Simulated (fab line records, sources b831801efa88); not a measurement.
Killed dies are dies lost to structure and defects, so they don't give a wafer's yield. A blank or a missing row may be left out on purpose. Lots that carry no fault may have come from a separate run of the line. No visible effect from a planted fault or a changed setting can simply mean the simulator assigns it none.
fab line records    flow sky130    part 1 of 2: steps 1 to 43 of 44
record: lots: 6  wafers: 18  lastDay: 49
route steps=708 shown DNWELL@41 PWDE@45 NWELL@56 PAD_OPEN@708
lots untouched by any fault: they come from a run of this same line in which no faults occurred
startH: hours from the record's first day to the start of the lot's first wafer shown    waitH: hours elapsed since this lot's preceding step    " same as the row above    L1.1+2: several wafers, shown together as one row    - no value present, or no start provided    * or withheld: withheld    < > ~ a bound
route shown NAME@n: NAME is a module with steps in the file, n the number in the route of the first one    usual: the fault-free wafers' mean and standard deviation    same: alike in all rows    chamber/n: place in a boat    sites: per-site readings    _std_site: their standard deviation    _edge_site: mean of outer sites minus mean of inner sites    radiusMm: how far each site lies from the wafer's centre    mask NAME#n: copy n    behind: the last tool/chamber to shape the wafer    hold: cause of the lot's hold/its duration in hours/its outcome    device: transistor that didn't switch, given as n, p or np    end of line: tests run on the same wafers once the route is complete    a step with no rows: only its recipe    killed: dies that structure and defects cost at the first sort, which is not the same as the wafer's yield    map: a wafer's dies, marking killed ones x, the rest . and places with no die _
set.NAME: the setting the step ran with; set.NAME@STEP: the setting that earlier step ran with    model.NAME: the simulator's own value behind a step, which no gauge read
lots at some steps of the route; a table a step, a row a wafer
services: when a tool's chamber went out of use (startH, in hours from the record's first day, below 0 if earlier), for how many hours, and the reason
== steps ==
step: SKY_DNWELL_DEVELOP_06
recipe: wallAngleDeg: 90  developer: TMAH  developTimeS: 60  devTempC: 23
step: SKY_DNWELL_IMPLANT_07
recipe: species: P  energyKev: withheld  doseCm2: withheld  tiltDeg: withheld
step: SKY_DNWELL_STRIP_08
recipe: chemistry: O2/N2  powerW: 1400  pressureMtorr: 1500  platenTempC: withheld  o2FlowSccm: 3000  n2FlowSccm: 300  overashFraction: 0.5
usual: drypumpMotorCurrentA: 5.7/0.4  o2FlowSccm: 3002/9.2  oesProductAu: 0.723/0.0046  stripTimeToEndpointS: 36.93/0.096
same: overashFraction: 0.5
lot.wafer  tool            chamber  startH  waitH  drypumpMotorCurrentA  o2FlowSccm  oesProductAu  rfHoursCounterH  stripTimeToEndpointS
L567.1     plasmaAsher-01  0        57.42   0.1    5.1                   2992        0.718         36               36.83
L567.4     "               1        "       "      5.6                   2993        0.719         -                36.86
L567.5     "               0        "       "      5.1                   3012        0.724         -                37.03
L577.1     plasmaAsher-02  1        112.87  0.1    5.7                   2995        0.724         29               37.01
L577.2     "               0        "       "      6.4                   2998        0.719         29               37.12
L577.6     "               0        "       "      6.4                   2986        0.721         -                37.00
L579.1     plasmaAsher-02  1        121.92  0.1    5.8                   2999        0.728         31               36.98
L579.4     "               1        "       "      5.8                   3016        0.720         -                36.90
L579.6     "               1        "       "      5.8                   3008        0.728         -                36.89
L581.3     plasmaAsher-04  0        133.30  0.1    5.4                   3008        0.714         -                36.90
L581.5     "               1        "       "      5.8                   3001        0.721         -                36.88
L581.6     "               0        "       "      5.4                   3004        0.724         -                36.78
L582.1     plasmaAsher-02  1        137.37  0.1    5.7                   3007        0.721         32               36.81
L582.4     "               1        "       "      5.7                   3013        0.727         -                36.87
L582.6     "               1        "       "      5.7                   3008        0.720         -                37.00
L584.1     plasmaAsher-01  1        150.69  0.1    5.6                   2985        0.723         3                36.90
L584.3     "               1        "       "      5.6                   2988        0.725         -                36.91
L584.5     "               1        "       "      5.6                   2995        0.723         -                36.91
step: SKY_DNWELL_TW_MEAS_09
usual: DNWELL_TW: 1115/7.3
lot.wafer  tool          chamber  startH  waitH  DNWELL_TW
L567.1     filmMetro-03  -        57.52   0.1    1106
L567.4     "             -        "       "      1105
L567.5     "             -        "       "      1104
L577.1     filmMetro-03  -        112.97  0.1    1119
L577.2     "             -        "       "      1120
L577.6     "             -        "       "      1123
L579.1     filmMetro-01  -        122.02  0.1    1111
L579.4     "             -        "       "      1114
L579.6     "             -        "       "      1115
L581.3     filmMetro-03  -        133.39  0.1    1114
L581.5     "             -        "       "      1116
L581.6     "             -        "       "      1110
L582.1     filmMetro-01  -        137.47  0.1    1103
L582.4     "             -        "       "      1112
L582.6     "             -        "       "      1109
L584.1     filmMetro-03  -        150.79  0.1    1117
L584.3     "             -        "       "      1120
L584.5     "             -        "       "      1116
step: SKY_PWDE_DEHYDRATE_00
recipe: tempC: 200  timeS: 60
step: SKY_PWDE_HMDS_01
recipe: primeTimeS: 60  primeTempC: 120
step: SKY_PWDE_COAT_02
recipe: spinRpm: 2000  resistThkNm: 3000
step: SKY_PWDE_SOFTBAKE_03
recipe: tempC: 110  timeS: withheld
step: SKY_PWDE_EXPOSE_04
recipe: maskId: PWDEM  na: 0.6  sourceShape: conventional  sigmaOuter: 0.6  polarization: unpolarized  targetCdNm: 840  doseMj: 214
step: SKY_PWDE_PEB_05
recipe: tempC: 115  timeS: withheld
step: SKY_PWDE_DEVELOP_06
recipe: wallAngleDeg: 90  developer: TMAH  developTimeS: 60  devTempC: 23
step: SKY_PWDE_OVL_MEAS_07
usual: PWDE_OVL: -1.6/1.4
lot.wafer  tool        chamber  startH  waitH  PWDE_OVL[nm]
L567.1     overlay-02  -        72.64   -      -3.8
L567.4     "           -        "       "      -2.3
L567.5     "           -        "       "      -3.1
L577.1     overlay-02  -        132.12  -      -3.7
L577.2     "           -        "       "      -4.2
L577.6     "           -        "       "      -4.6
L579.1     overlay-01  -        141.37  -      -2.4
L579.4     "           -        "       "      -1.9
L579.6     "           -        "       "      -1.3
L581.3     overlay-02  -        152.99  -      -2.4
L581.5     "           -        "       "      -1.6
L581.6     "           -        "       "      -2.0
L582.1     overlay-01  -        156.63  -      -2.3
L582.4     "           -        "       "      -0.4
L582.6     "           -        "       "      -1.3
L584.1     overlay-02  -        170.38  -      -0.6
L584.3     "           -        "       "      0.4
L584.5     "           -        "       "      0.3
step: SKY_PWDE_IMPLANT_08
recipe: species: B  energyKev: 150  doseCm2: 3.6e+12  tiltDeg: withheld
usual: beamOnS: 10.01/0.17  endStationPressureTorr: 5.02e-06/2.6e-07  faradayCurrentUA: 20.3/0.34
lot.wafer  tool          chamber  startH  waitH  beamOnS  endStationPressureTorr  faradayCurrentUA
L567.1     implanter-04  0        72.67   0.0    9.80     5.5e-06                 20.8
L567.4     "             0        "       "      9.79     5.05e-06                20.7
L567.5     "             0        "       "      9.99     5.08e-06                20.3
L577.1     implanter-04  0        132.15  0.0    10.99    6.923e-05               18.0
L577.2     "             0        "       "      11.17    6.697e-05               17.8
L577.6     "             0        "       "      11.15    7.081e-05               17.7
L579.1     implanter-04  0        141.40  0.0    11.49    7.539e-05               17.2
L579.4     "             0        "       "      11.18    7.51e-05                17.7
L579.6     "             0        "       "      11.13    7.624e-05               17.8
L581.3     implanter-02  0        153.06  0.1    10.21    4.46e-06                19.8
L581.5     "             0        "       "      10.09    5.1e-06                 20.2
L581.6     "             0        "       "      9.84     5.01e-06                20.7
L582.1     implanter-03  0        156.66  0.0    10.19    5.13e-06                19.9
L582.4     "             0        "       "      9.97     4.99e-06                20.4
L582.6     "             0        "       "      10.34    4.73e-06                19.5
L584.1     implanter-03  0        170.41  0.0    9.89     4.91e-06                20.4
L584.3     "             0        "       "      9.93     5.05e-06                20.4
L584.5     "             0        "       "      10.33    4.71e-06                19.7
step: SKY_PWDE_STRIP_09
recipe: chemistry: O2/N2  powerW: 1400  pressureMtorr: 1500  platenTempC: withheld  o2FlowSccm: 3000  n2FlowSccm: 300  overashFraction: 0.5
usual: drypumpMotorCurrentA: 5.7/0.47  o2FlowSccm: 2999/8.2  oesProductAu: 0.723/0.0047  stripTimeToEndpointS: 36.93/0.089
same: overashFraction: 0.5
lot.wafer  tool            chamber  startH  waitH  drypumpMotorCurrentA  o2FlowSccm  oesProductAu  rfHoursCounterH  stripTimeToEndpointS
L567.1     plasmaAsher-02  0        72.82   0.1    6.5                   2993        0.721         25               36.86
L567.4     "               1        "       "      5.8                   2997        0.723         -                36.79
L567.5     "               0        "       "      6.4                   3004        0.726         -                36.89
L577.1     plasmaAsher-02  0        132.30  0.1    6.4                   3002        0.722         32               36.82
L577.2     "               1        "       "      5.8                   3001        0.726         32               36.86
L577.6     "               0        "       "      6.4                   3009        0.723         -                36.92
L579.1     plasmaAsher-01  1        141.55  0.1    5.6                   2991        0.725         2                36.82
L579.4     "               1        "       "      5.6                   2988        0.723         -                36.91
L579.6     "               1        "       "      5.6                   2996        0.720         -                36.81
L581.3     plasmaAsher-01  0        153.20  0.1    5.1                   2986        0.729         -                37.02
L581.5     "               1        "       "      5.6                   3008        0.732         -                36.94
L581.6     "               0        "       "      5.1                   2991        0.722         -                36.97
L582.1     plasmaAsher-01  1        156.81  0.1    5.6                   3004        0.720         4                36.97
L582.4     "               1        "       "      5.6                   3004        0.717         -                36.98
L582.6     "               0        "       "      5.1                   2989        0.724         -                37.00
L584.1     plasmaAsher-03  0        170.56  0.1    6.3                   2992        0.728         49               36.86
L584.3     "               1        "       "      5.4                   2996        0.722         -                36.89
L584.5     "               1        "       "      5.4                   2998        0.724         -                36.92
step: SKY_PWDE_TW_MEAS_10
usual: PWDE_TW: 374.3/1.7
lot.wafer  tool          chamber  startH  waitH  PWDE_TW
L567.1     filmMetro-03  -        72.92   0.1    372.8
L567.4     "             -        "       "      372.2
L567.5     "             -        "       "      374.8
L577.1     filmMetro-03  -        132.40  0.1    385.0
L577.2     "             -        "       "      386.0
L577.6     "             -        "       "      384.8
L579.1     filmMetro-01  -        141.65  0.1    387.1
L579.4     "             -        "       "      387.6
L579.6     "             -        "       "      389.9
L581.3     filmMetro-01  -        153.28  0.1    375.9
L581.5     "             -        "       "      376.7
L581.6     "             -        "       "      376.6
L582.1     filmMetro-02  -        156.91  0.1    374.3
L582.4     "             -        "       "      376.2
L582.6     "             -        "       "      376.7
L584.1     filmMetro-02  -        170.66  0.1    375.1
L584.3     "             -        "       "      372.7
L584.5     "             -        "       "      373.8
step: SKY_NWELL_DEHYDRATE_03
recipe: tempC: 200  timeS: 60
step: SKY_NWELL_HMDS_04
recipe: primeTimeS: 60  primeTempC: 120
step: SKY_NWELL_COAT_05
recipe: spinRpm: 2000  resistThkNm: 2950
step: SKY_NWELL_SOFTBAKE_06
recipe: tempC: 110  timeS: withheld
step: SKY_NWELL_EXPOSE_07
recipe: maskId: NWM  na: 0.6  sourceShape: conventional  sigmaOuter: 0.6  polarization: unpolarized  targetCdNm: 840  doseMj: 255
step: SKY_NWELL_PEB_08
recipe: tempC: 115  timeS: withheld
step: SKY_NWELL_DEVELOP_09
recipe: wallAngleDeg: 90  developer: TMAH  developTimeS: 60  devTempC: 23
step: SKY_NWELL_OVL_MEAS_10
usual: NWELL_00_OVL: 0.1/1.5
lot.wafer  tool        chamber  startH  waitH  NWELL_00_OVL[nm]
L567.1     overlay-01  -        89.44   -      -0.1
L567.4     "           -        "       "      -1.0
L567.5     "           -        "       "      1.3
L577.1     overlay-02  -        151.68  -      -1.2
L577.2     "           -        "       "      -1.2
L577.6     "           -        "       "      -0.9
L579.1     overlay-01  -        161.43  -      0.4
L579.4     "           -        "       "      1.2
L579.6     "           -        "       "      1.3
L581.3     overlay-01  -        173.05  -      -1.1
L581.5     "           -        "       "      -1.3
L581.6     "           -        "       "      -1.5
L582.1     overlay-02  -        176.78  -      -0.3
L582.4     "           -        "       "      -1.4
L582.6     "           -        "       "      -1.1
L584.1     overlay-02  -        191.17  -      -0.7
L584.3     "           -        "       "      0.8
L584.5     "           -        "       "      0.2
step: SKY_NWELL_IMPLANT_11
recipe: species: P  energyKev: 400  doseCm2: 1.9e+13  tiltDeg: withheld
step: SKY_NWELL_IMPLANT_12
recipe: species: P  energyKev: 120  doseCm2: 1.3e+12  tiltDeg: withheld
step: SKY_NWELL_IMPLANT_13
recipe: species: P  energyKev: 50  doseCm2: 7e+11  tiltDeg: withheld
step: SKY_NWELL_STRIP_14
recipe: chemistry: O2/N2  powerW: 1400  pressureMtorr: 1500  platenTempC: withheld  o2FlowSccm: 3000  n2FlowSccm: 300  overashFraction: 0.5
usual: drypumpMotorCurrentA: 5.8/0.38  o2FlowSccm: 2998/9  oesProductAu: 0.722/0.0041  stripTimeToEndpointS: 36.35/0.081
same: overashFraction: 0.5
lot.wafer  tool            chamber  startH  waitH  drypumpMotorCurrentA  o2FlowSccm  oesProductAu  rfHoursCounterH  stripTimeToEndpointS
L567.1     plasmaAsher-03  1        89.92   0.1    5.4                   2981        0.730         41               36.49
L567.4     "               0        "       "      6.3                   3005        0.734         -                36.55
L567.5     "               0        "       "      6.3                   3012        0.718         -                36.38
L577.1     plasmaAsher-02  0        152.16  0.1    6.5                   2997        0.717         34               36.31
L577.2     "               1        "       "      5.8                   3004        0.718         34               36.31
L577.6     "               1        "       "      5.8                   2993        0.718         -                36.17
L579.1     plasmaAsher-04  0        161.91  0.1    5.4                   3000        0.723         49               36.37
L579.4     "               1        "       "      5.7                   2995        0.721         -                36.39
L579.6     "               0        "       "      5.4                   2986        0.722         -                36.39
L581.3     plasmaAsher-04  1        173.55  0.1    5.8                   3001        0.721         -                36.39
L581.5     "               0        "       "      5.4                   2992        0.728         -                36.29
L581.6     "               1        "       "      5.8                   3005        0.715         -                36.33
L582.1     plasmaAsher-04  1        177.26  0.1    5.7                   2984        0.721         51               36.29
L582.4     "               0        "       "      5.4                   2984        0.721         -                36.33
L582.6     "               0        "       "      5.5                   2975        0.724         -                36.36
L584.1     plasmaAsher-03  0        191.66  0.1    6.3                   2992        0.725         52               36.37
L584.3     "               0        "       "      6.3                   2992        0.721         -                36.32
L584.5     "               0        "       "      6.2                   3000        0.718         -                36.39
step: SKY_NWELL_TW_MEAS_15
usual: NWELL_TW: 1822/7.7
lot.wafer  tool          chamber  startH  waitH  NWELL_TW
L567.1     filmMetro-03  -        90.02   0.1    1831
L567.4     "             -        "       "      1819
L567.5     "             -        "       "      1822
L577.1     filmMetro-01  -        152.26  0.1    1834
L577.2     "             -        "       "      1838
L577.6     "             -        "       "      1836
L579.1     filmMetro-02  -        162.01  0.1    1825
L579.4     "             -        "       "      1831
L579.6     "             -        "       "      1837
L581.3     filmMetro-03  -        173.64  0.1    1830
L581.5     "             -        "       "      1818
L581.6     "             -        "       "      1817
L582.1     filmMetro-02  -        177.39  0.1    1813
L582.4     "             -        "       "      1816
L582.6     "             -        "       "      1808
L584.1     filmMetro-02  -        191.76  0.1    1809
L584.3     "             -        "       "      1803
L584.5     "             -        "       "      1820
step: SKY_NWELL_DEHYDRATE_16
recipe: tempC: 200  timeS: 60
step: SKY_NWELL_HMDS_17
recipe: primeTimeS: 60  primeTempC: 120
step: SKY_NWELL_COAT_18
recipe: spinRpm: 2000  resistThkNm: 3000
step: SKY_NWELL_SOFTBAKE_19
recipe: tempC: 110  timeS: withheld
step: SKY_NWELL_EXPOSE_20
recipe: maskId: NWM_COMPLEMENT  na: 0.6  sourceShape: conventional  sigmaOuter: 0.6  polarization: unpolarized  targetCdNm: 840  doseMj: 260
step: SKY_NWELL_PEB_21
recipe: tempC: 115  timeS: withheld
step: SKY_NWELL_DEVELOP_22
recipe: wallAngleDeg: 90  developer: TMAH  developTimeS: 57.6  devTempC: 23
step: SKY_NWELL_OVL_MEAS_23
usual: NWELL_01_OVL: -0.8/1.3
lot.wafer  tool        chamber  startH  waitH  NWELL_01_OVL[nm]
L567.1     overlay-02  -        107.37  -      -0.7
L567.4     "           -        "       "      0.7
L567.5     "           -        "       "      -0.8
L577.1     overlay-02  -        172.33  -      -0.8
L577.2     "           -        "       "      0.4
L577.6     "           -        "       "      -0.6
L579.1     overlay-01  -        181.83  -      0.6
L579.4     "           -        "       "      -1.8
L579.6     "           -        "       "      0.7
L581.3     overlay-01  -        193.80  -      -1.4
L581.5     "           -        "       "      -0.7
L581.6     "           -        "       "      -0.6
L582.1     overlay-01  -        198.24  -      -2.0
L582.4     "           -        "       "      -1.9
L582.6     "           -        "       "      -2.2
L584.1     overlay-02  -        213.39  -      -1.7
L584.3     "           -        "       "      -1.3
L584.5     "           -        "       "      -1.1
step: SKY_NWELL_IMPLANT_24
recipe: species: B  energyKev: 140  doseCm2: 9.2e+12  tiltDeg: withheld
step: SKY_NWELL_STRIP_25
recipe: chemistry: O2/N2  powerW: 1400  pressureMtorr: 1500  platenTempC: withheld  o2FlowSccm: 3000  n2FlowSccm: 300  overashFraction: 0.5
usual: drypumpMotorCurrentA: 5.9/0.4  o2FlowSccm: 3000/8.8  oesProductAu: 0.723/0.0048  stripTimeToEndpointS: 36.93/0.094
same: overashFraction: 0.5
lot.wafer  tool            chamber  startH  waitH  drypumpMotorCurrentA  o2FlowSccm  oesProductAu  rfHoursCounterH  stripTimeToEndpointS
L567.1     plasmaAsher-02  0        107.56  0.1    6.4                   2994        0.729         29               36.98
L567.4     "               1        "       "      5.7                   2994        0.720         -                36.96
L567.5     "               1        "       "      5.7                   2997        0.712         -                36.85
L577.1     plasmaAsher-03  0        172.51  0.1    6.3                   3020        0.722         49               36.96
L577.2     "               1        "       "      5.4                   2994        0.721         49               36.82
L577.6     "               0        "       "      6.3                   3008        0.725         -                36.90
L579.1     plasmaAsher-04  1        182.01  0.1    5.8                   3000        0.712         52               37.07
L579.4     "               1        "       "      5.8                   3009        0.730         -                37.06
L579.6     "               1        "       "      5.8                   3005        0.720         -                37.03
L581.3     plasmaAsher-02  0        194.00  0.1    6.4                   3003        0.724         -                36.84
L581.5     "               0        "       "      6.4                   3009        0.727         -                36.98
L581.6     "               1        "       "      5.8                   2986        0.713         -                36.87
L582.1     plasmaAsher-03  0        198.42  0.1    6.3                   2995        0.722         52               36.91
L582.4     "               1        "       "      5.4                   2996        0.717         -                37.04
L582.6     "               1        "       "      5.4                   3000        0.724         -                36.91
L584.1     plasmaAsher-04  1        213.57  0.1    5.8                   2992        0.725         55               36.78
L584.3     "               0        "       "      5.4                   3005        0.729         -                36.96
L584.5     "               1        "       "      5.8                   2995        0.719         -                36.87
step: SKY_NWELL_TW_MEAS_26
usual: NWELL_2_TW: 496.6/2.4
lot.wafer  tool          chamber  startH  waitH  NWELL_2_TW
L567.1     filmMetro-01  -        107.66  0.1    499.5
L567.4     "             -        "       "      502.7
L567.5     "             -        "       "      501.1
L577.1     filmMetro-02  -        172.61  0.1    491.9
L577.2     "             -        "       "      496.9
L577.6     "             -        "       "      497.5
L579.1     filmMetro-03  -        182.11  0.1    500.1
L579.4     "             -        "       "      498.5
L579.6     "             -        "       "      496.4
L581.3     filmMetro-02  -        194.09  0.1    493.2
L581.5     "             -        "       "      497.4
L581.6     "             -        "       "      495.1
L582.1     filmMetro-02  -        198.52  0.1    495.4
L582.4     "             -        "       "      495.6
L582.6     "             -        "       "      496.9
L584.1     filmMetro-01  -        213.67  0.1    496.9
L584.3     "             -        "       "      495.8
L584.5     "             -        "       "      495.6
step: SKY_NWELL_CLEAN_27
recipe: chemistry: SC1/SC2  mix: 1:4:20  tempC: 70  timeS: 150  dry: n2Spin
step: SKY_NWELL_RTA_28
recipe: tempC: 1050  timeS: 30  idleTempC: 650  rampUpCPerS: 150  rampDownCPerS: 90  ambient: N2
usual: annealTempCMax: 1054.6/1.3  chamberO2Ppm: 2.002/0.02  lampPowerPct: 25.31/0.053  wafer_temp_C_max: 1054.9/0.91
lot.wafer  tool          chamber  startH  waitH  annealTempCMax  chamberO2Ppm  lampPowerPct  wafer_temp_C_max
L567.1     rtpAnneal-02  0        107.77  0.0    1057.5          2.005         25.34         1056.6
L567.4     "             0        "       "      1056.7          1.987         25.40         1054.7
L567.5     "             0        "       "      1056.1          1.990         25.43         1055.2
L577.1     rtpAnneal-01  0        172.73  0.0    1053.2          2.035         25.36         1054.3
L577.2     "             0        "       "      1053.3          2.030         25.33         1054.4
L577.6     "             0        "       "      1053.5          2.008         25.38         1055.4
L579.1     rtpAnneal-01  0        182.23  0.0    1052.9          1.987         25.34         1055.6
L579.4     "             0        "       "      1052.4          1.983         25.25         1055.2
L579.6     "             0        "       "      1054.1          1.974         25.31         1055.2
L581.3     rtpAnneal-01  0        194.21  0.0    1054.5          1.999         25.38         1055.4
L581.5     "             0        "       "      1053.9          2.005         25.26         1055.0
L581.6     "             0        "       "      1054.4          1.986         25.31         1054.5
L582.1     rtpAnneal-01  0        198.63  0.0    1052.8          1.985         25.31         1055.0
L582.4     "             0        "       "      1053.3          1.994         25.24         1054.9
L582.6     "             0        "       "      1053.1          1.967         25.30         1053.4
L584.1     rtpAnneal-01  0        213.79  0.0    1051.9          1.996         25.30         1054.1
L584.3     "             0        "       "      1053.5          1.993         25.23         1056.5
L584.5     "             0        "       "      1053.3          1.962         25.31         1054.4
step: SKY_NWELL_RS_MEAS_29
recipe: thkMeasGauge: four-point-probe
usual: NWELL_RS: 625.7/1.6
lot.wafer  tool          chamber  startH  waitH  NWELL_RS[ohm/sq]
L567.1     filmMetro-02  -        107.87  0.1    625.9
L567.4     "             -        "       "      626.5
L567.5     "             -        "       "      626.3
L577.1     filmMetro-01  -        172.83  0.1    626.1
L577.2     "             -        "       "      624.1
L577.6     "             -        "       "      625.8
L579.1     filmMetro-01  -        182.33  0.1    624.9
L579.4     "             -        "       "      626.1
L579.6     "             -        "       "      624.6
L581.3     filmMetro-03  -        194.32  0.1    623.4
L581.5     "             -        "       "      624.0
L581.6     "             -        "       "      625.2
L582.1     filmMetro-01  -        198.73  0.1    628.0
L582.4     "             -        "       "      627.1
L582.6     "             -        "       "      626.9
L584.1     filmMetro-02  -        213.99  0.2    624.0
L584.3     "             -        "       "      625.3
L584.5     "             -        "       "      627.7
step: SKY_NWELL_RS_MEAS_31
recipe: thkMeasGauge: four-point-probe
usual: PWDE_RS: 5283/17
lot.wafer  tool          chamber  startH  waitH  PWDE_RS[ohm/sq]
L567.1     filmMetro-02  -        108.11  0.1    5261
L567.4     "             -        "       "      5272
L567.5     "             -        "       "      5271
L577.1     filmMetro-01  -        173.07  0.1    4842
L577.2     "             -        "       "      4855
L577.6     "             -        "       "      4830
L579.1     filmMetro-01  -        182.57  0.1    4830
L579.4     "             -        "       "      4830
L579.6     "             -        "       "      4845
L581.3     filmMetro-03  -        194.56  0.1    5286
L581.5     "             -        "       "      5280
L581.6     "             -        "       "      5278
L582.1     filmMetro-01  -        198.97  0.1    5267
L582.4     "             -        "       "      5276
L582.6     "             -        "       "      5275
L584.1     filmMetro-02  -        214.23  0.1    5290
L584.3     "             -        "       "      5302
L584.5     "             -        "       "      5313
== key ==
firstSign: step: SKY_PWDE_IMPLANT_08  reading: endStationPressureTorr  direction: up  sigmas: 99+  usual: 5.02e-06  struck: 7.229e-05
effect: step: SKY_PWDE_IMPLANT_08  reading: faradayCurrentUA  direction: down  sigmas: 7.5  usual: 20.3  struck: 17.7
effect: step: SKY_PWDE_TW_MEAS_10  reading: PWDE_TW  direction: up  sigmas: 7.2  usual: 374.3  struck: 386.7
effect: step: SKY_NWELL_RS_MEAS_31  reading: PWDE_RS  direction: down  sigmas: 26  usual: 5283  struck: 4839
modelEffect: step: SKY_PAD_OPEN_PROBE_99  value: etest.res_p_drift_20v.lineOhmUm  without: 1.1e+04  struck: 9944
metAt SKY_PWDE_IMPLANT_08
struckWafers L577.1,L577.2,L577.6,L579.1,L579.4,L579.6
testerLeftOut L577,L579
onsetBetween 72.67 132.15
fault: kind: processParameterDrift  tool: implanter-04  chamber: -  onsetH: 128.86  steps: SKY_PWDE_IMPLANT_08  channel: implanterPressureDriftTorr  offset: 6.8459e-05  shape: step  endH: 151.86
fault: kind: processParameterDrift  tool: implanter-04  chamber: -  onsetH: 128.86  steps: SKY_PWDE_IMPLANT_08  channel: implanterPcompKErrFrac  offset: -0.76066  shape: step  endH: 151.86
testerLeftOut: of these lots the tester's yield and bins aren't shown, on N5 and GAA mostly nor the transistor test; their killed dies are dies lost to structure and defects alone, not to doping, threshold or leakage, so they don't give the yield
